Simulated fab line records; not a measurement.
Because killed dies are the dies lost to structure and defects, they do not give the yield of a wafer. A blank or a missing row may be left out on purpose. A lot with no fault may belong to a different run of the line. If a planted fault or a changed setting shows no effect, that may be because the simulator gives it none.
fab line records -- flow gf180mcu
record lots=14, wafers=42, last-day=34
route steps=602 shown MVSD@73 VT_IMPLANT@99
lots that met no fault: taken from a fault-free run of the same line
start-h: hours from the record's opening day to when the first of the lot's shown wafers began -- wait-h: how many hours have passed since the lot's step before this one -- " the same as in the row above -- L1.1+2: one row covering several wafers at once -- - no value, or no start was given -- * or withheld: withheld -- < > ~ a bound
route shown NAME@n: a module of which the file shows steps, and the number in the route of the first -- usual: the fault-free wafers' mean and standard deviation -- same: alike in all rows -- chamber/n: place in a boat -- sites: readings site by site -- _std_site: how widely they spread, as a standard deviation -- _edge_site: mean of outer sites minus mean of inner sites -- radius-mm: how far each site lies from the wafer's centre -- mask NAME#n: copy n -- behind: the tool/chamber that last shaped the wafer -- hold: what put the lot on hold/how long, in hours/how the hold closed -- device: the n, p or np transistor that did not switch -- end of line: tests run on the same wafers once the route is complete -- where a step has no rows: the recipe by itself -- killed: at the first sort, the dies lost to defects and structure; wafer yield is something else -- map: a wafer's dies, marking killed ones x, the rest . and places with no die _
set.NAME: setting as actually run; set.NAME@STEP: the setting as run at that earlier step -- model.NAME: the simulator's own value behind a step, which no gauge read
one table for each step of the route and one row for each wafer, over a sample of lots
services: the hour from which a tool's chamber was out of use, counted from the record's first day as start-h (under 0 if before that day), plus the number of hours and why
## steps
# step GF_MVSD_OVL_MEAS_07
# usual MVSD_OVL=0.5/1.3
lot.wafer,tool,chamber,start-h,wait-h,MVSD_OVL[nm]
L596.1,overlay-01,-,93.78,-,0.8
L596.2,overlay-01,-,93.78,-,-1.0
L596.4,overlay-01,-,93.78,-,0.4
L598.2,overlay-01,-,104.43,-,-0.1
L598.4,overlay-01,-,104.43,-,0.7
L598.6,overlay-01,-,104.43,-,-1.2
L599.1,overlay-01,-,111.52,-,-0.7
L599.3,overlay-01,-,111.52,-,0.5
L599.6,overlay-01,-,111.52,-,-0.5
L600.2,overlay-02,-,117.13,-,0.6
L600.4,overlay-02,-,117.13,-,1.0
L600.6,overlay-02,-,117.13,-,2.7
L601.1,overlay-02,-,120.65,-,-1.3
L601.3,overlay-02,-,120.65,-,-2.0
L601.4,overlay-02,-,120.65,-,-2.2
L602.1,overlay-02,-,127.85,-,0.0
L602.3,overlay-02,-,127.85,-,0.4
L602.5,overlay-02,-,127.85,-,1.6
L606.1,overlay-02,-,152.75,-,-0.3
L606.4,overlay-02,-,152.75,-,-0.4
L606.6,overlay-02,-,152.75,-,0.0
L607.2,overlay-02,-,163.63,-,1.4
L607.4,overlay-02,-,163.63,-,2.5
L607.6,overlay-02,-,163.63,-,1.1
L610.1,overlay-01,-,179.02,-,-1.3
L610.4,overlay-01,-,179.02,-,-0.1
L610.5,overlay-01,-,179.02,-,1.2
L611.2,overlay-01,-,181.83,-,2.4
L611.3,overlay-01,-,181.83,-,3.4
L611.4,overlay-01,-,181.83,-,2.3
L612.2,overlay-01,-,191.58,-,2.4
L612.3,overlay-01,-,191.58,-,1.2
L612.5,overlay-01,-,191.58,-,0.0
L613.3,overlay-01,-,196.94,-,0.4
L613.5,overlay-01,-,196.94,-,0.6
L613.6,overlay-01,-,196.94,-,1.9
L615.2,overlay-01,-,203.28,-,1.3
L615.3,overlay-01,-,203.28,-,1.0
L615.4,overlay-01,-,203.28,-,0.7
L617.1,overlay-01,-,216.35,-,0.8
L617.2,overlay-01,-,216.35,-,1.2
L617.4,overlay-01,-,216.35,-,0.9
# step GF_VT_IMPLANT_STRIP_09
# recipe chemistry=O2/N2, power-w=1400, pressure-mtorr=1500, platen-temp-c=250, o2-flow-sccm=3000, n2-flow-sccm=300, overash-fraction=0.5
# usual drypump-motor-current-A=5.8/0.56, heater-power-w=325/22, oes-product-au=0.716/0.0043, strip-time-to-endpoint-s=12.61/0.038
lot.wafer,tool,chamber,start-h,wait-h,drypump-motor-current-A,heater-power-w,oes-product-au,rf-hours-counter-h,strip-time-to-endpoint-s
L596.1,plasma-asher-04,0,122.49,0.1,6.7,309,0.716,46,12.63
L596.2,plasma-asher-04,1,122.49,0.1,5.5,297,0.718,46,12.61
L596.4,plasma-asher-04,1,122.49,0.1,5.5,296,0.715,-,12.61
L598.2,plasma-asher-03,0,133.16,0.1,5.1,352,0.708,36,12.60
L598.4,plasma-asher-03,1,133.16,0.1,6.0,335,0.720,-,12.58
L598.6,plasma-asher-03,1,133.16,0.1,6.0,335,0.713,-,12.62
L599.1,plasma-asher-04,0,142.36,0.1,6.7,309,0.720,48,12.57
L599.3,plasma-asher-04,1,142.36,0.1,5.5,301,0.711,-,12.52
L599.6,plasma-asher-04,1,142.36,0.1,5.5,292,0.714,-,12.60
L600.2,plasma-asher-04,0,148.51,0.1,6.7,314,0.713,49,12.56
L600.4,plasma-asher-04,1,148.51,0.1,5.5,299,0.718,-,12.58
L600.6,plasma-asher-04,0,148.51,0.1,6.7,315,0.715,-,12.57
L601.1,plasma-asher-01,0,151.46,0.1,5.8,338,0.717,50,12.62
L601.3,plasma-asher-01,0,151.46,0.1,5.8,341,0.715,-,12.61
L601.4,plasma-asher-01,1,151.46,0.1,5.2,355,0.714,-,12.65
L602.1,plasma-asher-01,0,160.04,0.1,5.8,336,0.723,51,12.57
L602.3,plasma-asher-01,0,160.04,0.1,5.8,350,0.709,-,12.58
L602.5,plasma-asher-01,1,160.04,0.1,5.2,345,0.719,-,12.56
L606.1,plasma-asher-03,1,185.71,0.1,6.0,335,0.711,42,12.58
L606.4,plasma-asher-03,0,185.71,0.1,5.1,350,0.713,-,12.60
L606.6,plasma-asher-03,0,185.71,0.1,5.1,353,0.714,-,12.65
L607.2,plasma-asher-04,0,197.49,0.1,6.7,307,0.716,54,12.66
L607.4,plasma-asher-04,1,197.49,0.1,5.5,303,0.716,-,12.68
L607.6,plasma-asher-04,0,197.49,0.1,6.7,313,0.710,-,12.65
L610.1,plasma-asher-01,1,212.84,0.1,5.2,357,0.715,56,12.56
L610.4,plasma-asher-01,0,212.84,0.1,5.8,337,0.716,-,12.59
L610.5,plasma-asher-01,0,212.84,0.1,5.8,332,0.714,-,12.62
L611.2,plasma-asher-01,0,217.11,0.1,5.7,337,0.716,56,12.61
L611.3,plasma-asher-01,1,217.11,0.1,5.2,356,0.708,-,12.58
L611.4,plasma-asher-01,0,217.11,0.1,5.7,333,0.718,-,12.59
L612.2,plasma-asher-01,1,226.90,0.1,5.2,352,0.717,57,12.64
L612.3,plasma-asher-01,0,226.90,0.1,5.8,342,0.715,-,12.63
L612.5,plasma-asher-01,0,226.90,0.1,5.8,337,0.717,-,12.67
L613.3,plasma-asher-04,0,231.99,0.1,6.7,312,0.718,-,12.61
L613.5,plasma-asher-04,0,231.99,0.1,6.7,311,0.713,-,12.66
L613.6,plasma-asher-04,1,231.99,0.1,5.5,297,0.716,-,12.62
L615.2,plasma-asher-04,0,239.19,0.1,6.7,306,0.719,58,12.61
L615.3,plasma-asher-04,0,239.19,0.1,6.7,305,0.723,-,12.63
L615.4,plasma-asher-04,1,239.19,0.1,5.5,305,0.716,-,12.65
L617.1,plasma-asher-04,0,253.26,0.1,6.7,307,0.722,60,12.60
L617.2,plasma-asher-04,1,253.26,0.1,5.5,299,0.723,60,12.62
L617.4,plasma-asher-04,0,253.26,0.1,6.7,309,0.714,-,12.62
# step GF_VT_IMPLANT_STRIP_42
# recipe chemistry=O2/N2, power-w=1400, pressure-mtorr=1500, platen-temp-c=250, o2-flow-sccm=3000, n2-flow-sccm=300, overash-fraction=0.5
# usual drypump-motor-current-A=5.7/0.53, heater-power-w=330/21, oes-product-au=0.716/0.005, strip-time-to-endpoint-s=12.61/0.041
lot.wafer,tool,chamber,start-h,wait-h,drypump-motor-current-A,heater-power-w,oes-product-au,rf-hours-counter-h,strip-time-to-endpoint-s
L596.1,plasma-asher-04,1,169.21,0.1,5.5,292,0.714,51,12.57
L596.2,plasma-asher-04,0,169.21,0.1,6.7,310,0.721,51,12.55
L596.4,plasma-asher-04,1,169.21,0.1,5.5,304,0.716,-,12.55
L598.2,plasma-asher-01,1,181.31,0.1,5.2,355,0.718,53,12.73
L598.4,plasma-asher-01,1,181.31,0.1,5.2,347,0.723,-,12.68
L598.6,plasma-asher-01,0,181.31,0.1,5.8,336,0.722,-,12.71
L599.1,plasma-asher-01,1,191.09,0.1,5.2,346,0.724,54,12.59
L599.3,plasma-asher-01,0,191.09,0.1,5.7,347,0.726,-,12.59
L599.6,plasma-asher-01,0,191.09,0.1,5.8,341,0.726,-,12.59
L600.2,plasma-asher-01,1,198.71,0.1,5.2,342,0.716,54,12.62
L600.4,plasma-asher-01,0,198.71,0.1,5.7,338,0.725,-,12.63
L600.6,plasma-asher-01,1,198.71,0.1,5.2,353,0.713,-,12.61
L601.1,plasma-asher-04,0,201.96,0.1,6.7,314,0.715,54,12.60
L601.3,plasma-asher-04,0,201.96,0.1,6.7,310,0.722,-,12.56
L601.4,plasma-asher-04,1,201.96,0.1,5.5,295,0.715,-,12.57
L602.1,plasma-asher-01,1,211.46,0.1,5.2,349,0.711,56,12.59
L602.3,plasma-asher-01,1,211.46,0.1,5.2,350,0.708,-,12.59
L602.5,plasma-asher-01,1,211.46,0.1,5.2,345,0.722,-,12.61
L606.1,plasma-asher-04,0,238.56,0.1,6.7,313,0.717,58,12.63
L606.4,plasma-asher-04,1,238.56,0.1,5.5,293,0.709,-,12.62
L606.6,plasma-asher-04,1,238.56,0.1,5.5,297,0.725,-,12.66
L607.2,plasma-asher-03,1,250.76,0.1,6.0,326,0.724,49,12.62
L607.4,plasma-asher-03,0,250.76,0.1,5.1,355,0.722,-,12.64
L607.6,plasma-asher-03,0,250.76,0.1,5.1,357,0.713,-,12.57
L610.1,plasma-asher-04,1,268.46,0.1,5.5,296,0.711,61,12.66
L610.4,plasma-asher-04,0,268.46,0.1,6.7,315,0.716,-,12.61
L610.5,plasma-asher-04,1,268.46,0.1,5.5,299,0.711,-,12.61
L611.2,plasma-asher-03,1,272.89,0.1,6.0,326,0.711,51,12.59
L611.3,plasma-asher-03,1,272.89,0.1,6.0,330,0.713,-,12.62
L611.4,plasma-asher-03,0,272.89,0.1,5.1,358,0.712,-,12.63
L612.2,plasma-asher-04,0,283.34,0.1,6.7,305,0.709,63,12.64
L612.3,plasma-asher-04,1,283.34,0.1,5.5,293,0.706,-,12.67
L612.5,plasma-asher-04,0,283.34,0.1,6.7,311,0.712,-,12.62
L613.3,plasma-asher-04,0,288.79,0.1,6.7,311,0.711,-,12.56
L613.5,plasma-asher-04,0,288.79,0.1,6.7,314,0.717,-,12.56
L613.6,plasma-asher-04,1,288.79,0.1,5.5,298,0.718,-,12.57
L615.2,plasma-asher-01,1,296.91,0.1,5.2,348,0.713,64,12.64
L615.3,plasma-asher-01,1,296.91,0.1,5.2,364,0.720,-,12.67
L615.4,plasma-asher-01,0,296.91,0.1,5.8,339,0.713,-,12.69
L617.1,plasma-asher-01,1,312.41,0.1,5.2,345,0.718,65,12.59
L617.2,plasma-asher-01,0,312.41,0.1,5.8,336,0.712,65,12.59
L617.4,plasma-asher-01,1,312.41,0.1,5.2,351,0.712,-,12.59
# step GF_VT_IMPLANT_WET_ETCH_50
# recipe chemistry=dHF, target-depth-nm=20, target=SiO2, temp-c=25, dilution=100:1, time-s=400
# usual bath-heat-duty-pct=6.4/0.72, run-length-s=429/3.9, temp-c=25.01/0.11, time-s=400/0
lot.wafer,tool,chamber,start-h,wait-h,bath-heat-duty-pct,run-length-s,temp-c,time-s
L596.1,wet-bench-03,2,170.00,0.1,6.8,425,25.00,400
L596.2,wet-bench-03,2,170.00,0.1,6.9,425,24.98,400
L596.4,wet-bench-03,2,170.00,0.1,6.9,425,25.03,400
L598.2,wet-bench-04,2,182.10,0.1,6.3,426,25.01,400
L598.4,wet-bench-04,2,182.10,0.1,6.2,426,25.13,400
L598.6,wet-bench-04,2,182.10,0.1,6.5,426,25.06,400
L599.1,wet-bench-04,1,191.88,0.1,5.2,425,24.96,400
L599.3,wet-bench-04,1,191.88,0.1,5.7,425,24.99,400
L599.6,wet-bench-04,1,191.88,0.1,6.6,425,24.95,400
L600.2,wet-bench-01,3,199.50,0.1,6.7,425,25.19,400
L600.4,wet-bench-01,3,199.50,0.1,6.0,425,24.94,400
L600.6,wet-bench-01,3,199.50,0.1,5.7,425,25.17,400
L601.1,wet-bench-03,3,202.75,0.1,6.3,434,24.86,400
L601.3,wet-bench-03,3,202.75,0.1,5.6,434,24.97,400
L601.4,wet-bench-03,3,202.75,0.1,6.0,434,24.89,400
L602.1,wet-bench-03,2,212.31,0.1,6.8,426,24.95,400
L602.3,wet-bench-03,2,212.31,0.1,8.0,426,25.04,400
L602.5,wet-bench-03,2,212.31,0.1,7.7,426,24.94,400
L606.1,wet-bench-01,3,239.35,0.1,-,-,-,-
L606.4,wet-bench-01,3,239.35,0.1,-,-,-,-
L606.6,wet-bench-01,3,239.35,0.1,-,-,-,-
L607.2,wet-bench-04,3,251.55,0.1,-,-,-,-
L607.4,wet-bench-04,3,251.55,0.1,-,-,-,-
L607.6,wet-bench-04,3,251.55,0.1,-,-,-,-
L610.1,wet-bench-01,3,269.25,0.1,7.2,433,25.07,400
L610.4,wet-bench-01,3,269.25,0.1,5.7,433,25.08,400
L610.5,wet-bench-01,3,269.25,0.1,6.3,433,24.93,400
L611.2,wet-bench-03,3,273.68,0.1,5.4,432,25.04,400
L611.3,wet-bench-03,3,273.68,0.1,6.2,432,25.14,400
L611.4,wet-bench-03,3,273.68,0.1,6.3,432,25.11,400
L612.2,wet-bench-04,2,284.13,0.1,6.2,426,25.02,400
L612.3,wet-bench-04,2,284.13,0.1,6.2,426,25.05,400
L612.5,wet-bench-04,2,284.13,0.1,7.0,426,25.11,400
L613.3,wet-bench-03,3,289.55,0.1,5.5,432,24.91,400
L613.5,wet-bench-03,3,289.55,0.1,5.7,432,25.08,400
L613.6,wet-bench-03,3,289.55,0.1,6.1,432,24.89,400
L615.2,wet-bench-04,3,297.71,0.1,7.5,434,25.07,400
L615.3,wet-bench-04,3,297.71,0.1,6.3,434,25.14,400
L615.4,wet-bench-04,3,297.71,0.1,6.9,434,25.06,400
L617.1,wet-bench-01,3,313.20,0.1,6.4,425,24.80,400
L617.2,wet-bench-01,3,313.20,0.1,5.9,425,24.92,400
L617.4,wet-bench-01,3,313.20,0.1,6.2,425,24.90,400
## services
tool,chamber,start-h,hours,kind
plasma-asher-04,-,98.50,6.0,repair
wet-bench-04,-,166.29,3.4,repair
wet-bench-04,-,182.45,5.6,repair
plasma-asher-01,-,214.20,1.1,repair
plasma-asher-01,-,241.74,11.7,repair
plasma-asher-03,-,288.27,16.6,repair
## key
first-sign step=GF_VT_IMPLANT_WET_ETCH_50, reading=tool-record, direction=missing
more-kills-born-at GF_VT_IMPLANT_WET_ETCH_50@wet-bench-04=1347
met-at GF_VT_IMPLANT_WET_ETCH_50
struck-lots L606,L607
rows-end L606.6
later-rows-left-out L606.1,L606.4,L607.2,L607.4,L607.6
sort-left-out L606.1,L606.4
tester-left-out L606,L607
not-acting-at GF_MVSD_OVL_MEAS_07,GF_VT_IMPLANT_STRIP_09,GF_VT_IMPLANT_STRIP_42
onset-between 199.50 239.35
fault kind=skipped-step-whole, tool=wet-bench-01,wet-bench-04, chamber=-, onset-h=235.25, steps=GF_VT_IMPLANT_WET_ETCH_50, scope=struck-lots-only
# tester-left-out: of these lots the tester's yield and bins aren't shown, on N5 and GAA mostly nor the transistor test; their killed dies are dies lost to structure and defects alone, not to doping, threshold or leakage, so they don't give the yield
# sort-left-out: the simulated sort isn't trusted on such a fault, so these wafers' sort isn't shown, and their yield isn't known
# later-rows-left-out: the simulator's readings of these wafers behind a module that went badly wrong aren't trusted and aren't shown, but for the sort
# rows-end: these wafers met a further fault down the route, and their rows from its step on are left out
